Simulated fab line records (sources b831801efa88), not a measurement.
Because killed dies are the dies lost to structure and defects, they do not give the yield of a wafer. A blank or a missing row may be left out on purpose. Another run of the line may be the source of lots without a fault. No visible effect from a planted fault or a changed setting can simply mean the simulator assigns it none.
Tool commonality check + flow sky130 + 10 lots, 30 wafers sampled

REASON FOR OPENING
At SKY_RES_XHIGH_TW_MEAS_09 the reading RES_XHIGH_TW is flagged on 2 of 10 lots. Fault-free wafers read 1635, with a standard deviation of 20.
Rule: a lot gets a flag if all its wafers with a number sit over 4 standard deviations from that mean, or if no wafer of it has a number. The other lots count as sound.

| lot  | measured     | on            | RES_XHIGH_TW, wafer by wafer | flag    |
|------|--------------|---------------|------------------------------|---------|
| L275 | day 27 04:23 | film_metro-04 | 1631 1632 1630               |         |
| L277 | day 27 22:37 | film_metro-02 | 1621 1621 1624               |         |
| L282 | day 29 14:49 | film_metro-02 | 1908 1905 1920               | FLAGGED |
| L281 | day 29 16:19 | film_metro-02 | 1921 1909 1915               | FLAGGED |
| L283 | day 30 01:28 | film_metro-04 | 1640 1640 1638               |         |
| L288 | day 31 20:51 | film_metro-01 | 1672 1673 1677               |         |
| L291 | day 32 19:30 | film_metro-02 | 1621 1623 1623               |         |
| L292 | day 33 13:38 | film_metro-04 | 1633 1627 1633               |         |
| L295 | day 34 01:09 | film_metro-02 | 1612 1616 1609               |         |
| L296 | day 34 03:53 | film_metro-02 | 1602 1612 1605               |         |
The numbers of the flagged lots are 1913 on average: +278 against the usual, or +14 standard deviations.

WHICH TOOL RAN EACH LOT
The record holds 3 process steps before the reading, out of a route of 708 steps. Every cell lists first the tool, next ch and the chambers used by the sampled wafers, and last the start.
| lot  | flag    | SKY_POLY_CUT_ETCH_10               | SKY_RES_XHIGH_IMPLANT_07        | SKY_RES_XHIGH_STRIP_08               |
|------|---------|------------------------------------|---------------------------------|--------------------------------------|
| L275 |         | rie_diel-04 ch 1,2, day 24 16:47   | implanter-02 ch 0, day 27 04:08 | plasma_asher-04 ch 0,1, day 27 04:17 |
| L277 |         | rie_diel-03 ch 0,3, day 25 11:38   | implanter-01 ch 0, day 27 22:22 | plasma_asher-03 ch 1, day 27 22:31   |
| L282 | FLAGGED | rie_diel-01 ch 2,3, day 27 05:14   | implanter-01 ch 0, day 29 14:35 | plasma_asher-03 ch 0,1, day 29 14:43 |
| L281 | FLAGGED | rie_diel-03 ch 2,3, day 27 06:20   | implanter-01 ch 0, day 29 16:04 | plasma_asher-02 ch 0,1, day 29 16:13 |
| L283 |         | rie_diel-04 ch 1,3, day 27 16:38   | implanter-02 ch 0, day 30 01:14 | plasma_asher-02 ch 0,1, day 30 01:21 |
| L288 |         | rie_diel-01 ch 0,1,2, day 29 11:02 | implanter-02 ch 0, day 31 20:38 | plasma_asher-04 ch 0,1, day 31 20:46 |
| L291 |         | rie_diel-04 ch 1,2,3, day 30 10:17 | implanter-01 ch 0, day 32 19:17 | plasma_asher-02 ch 0,1, day 32 19:25 |
| L292 |         | rie_diel-01 ch 0,1,3, day 31 05:55 | implanter-01 ch 0, day 33 13:23 | plasma_asher-02 ch 0,1, day 33 13:32 |
| L295 |         | rie_diel-04 ch 1,2,3, day 31 17:38 | implanter-01 ch 0, day 34 00:56 | plasma_asher-02 ch 0,1, day 34 01:03 |
| L296 |         | rie_diel-01 ch 0,1, day 31 20:26   | implanter-01 ch 0, day 34 03:38 | plasma_asher-02 ch 0,1, day 34 03:46 |
What is done by these steps:
- SKY_POLY_CUT_ETCH_10: etches BARC in N2/H2, stops on SiO2, time 45.9 s, target depth 60 nm.
- SKY_RES_XHIGH_IMPLANT_07
- SKY_RES_XHIGH_STRIP_08: strips in O2/N2.
- SKY_RES_XHIGH_TW_MEAS_09

FLAGGED OVER TOTAL, TOOL BY TOOL (the gauges that took the reading come last)
| step                     | tool            | lots run | flagged | share of the flagged lots | sound lots run after its first flagged lot |
|--------------------------|-----------------|----------|---------|---------------------------|--------------------------------------------|
| SKY_POLY_CUT_ETCH_10     | rie_diel-01     | 4        | 1       | some                      | 3 (L288,L292,L296)                         |
| SKY_POLY_CUT_ETCH_10     | rie_diel-03     | 2        | 1       | some                      | 0                                          |
| SKY_POLY_CUT_ETCH_10     | rie_diel-04     | 4        | 0       | none                      | -                                          |
| SKY_RES_XHIGH_IMPLANT_07 | implanter-01    | 7        | 2       | all                       | 4 (L291,L292,L295,L296)                    |
| SKY_RES_XHIGH_IMPLANT_07 | implanter-02    | 3        | 0       | none                      | -                                          |
| SKY_RES_XHIGH_STRIP_08   | plasma_asher-02 | 6        | 1       | some                      | 5 (L283,L291,L292,L295,L296)               |
| SKY_RES_XHIGH_STRIP_08   | plasma_asher-03 | 2        | 1       | some                      | 0                                          |
| SKY_RES_XHIGH_STRIP_08   | plasma_asher-04 | 2        | 0       | none                      | -                                          |
| SKY_RES_XHIGH_TW_MEAS_09 | film_metro-01   | 1        | 0       | none                      | -                                          |
| SKY_RES_XHIGH_TW_MEAS_09 | film_metro-02   | 6        | 2       | all                       | 3 (L291,L295,L296)                         |
| SKY_RES_XHIGH_TW_MEAS_09 | film_metro-04   | 3        | 0       | none                      | -                                          |

WHAT THE TABLE ALLOWS
In 2 table rows, all flagged lots were run: implanter-01 (SKY_RES_XHIGH_IMPLANT_07), film_metro-02 (SKY_RES_XHIGH_TW_MEAS_09).
- implanter-01 at SKY_RES_XHIGH_IMPLANT_07: 2 of its 7 lots flagged. Sound lots ran on it after the first flagged one (L291, L292, L295, L296), which a lasting fault on the whole tool wouldn't allow. Its own readings (beam_on_s, dose_ions_cm2) fall more than 4 standard deviations out on all wafers of the flagged lots.
- film_metro-02 at SKY_RES_XHIGH_TW_MEAS_09: 2 of its 6 lots flagged. Sound lots ran on it after the first flagged one (L291, L295, L296), which a lasting fault on the whole tool wouldn't allow.
There is no row in the table that ran each flagged lot and no sound lot after the first.

WHAT HAD BEEN PUT IN BY THE SIMULATOR
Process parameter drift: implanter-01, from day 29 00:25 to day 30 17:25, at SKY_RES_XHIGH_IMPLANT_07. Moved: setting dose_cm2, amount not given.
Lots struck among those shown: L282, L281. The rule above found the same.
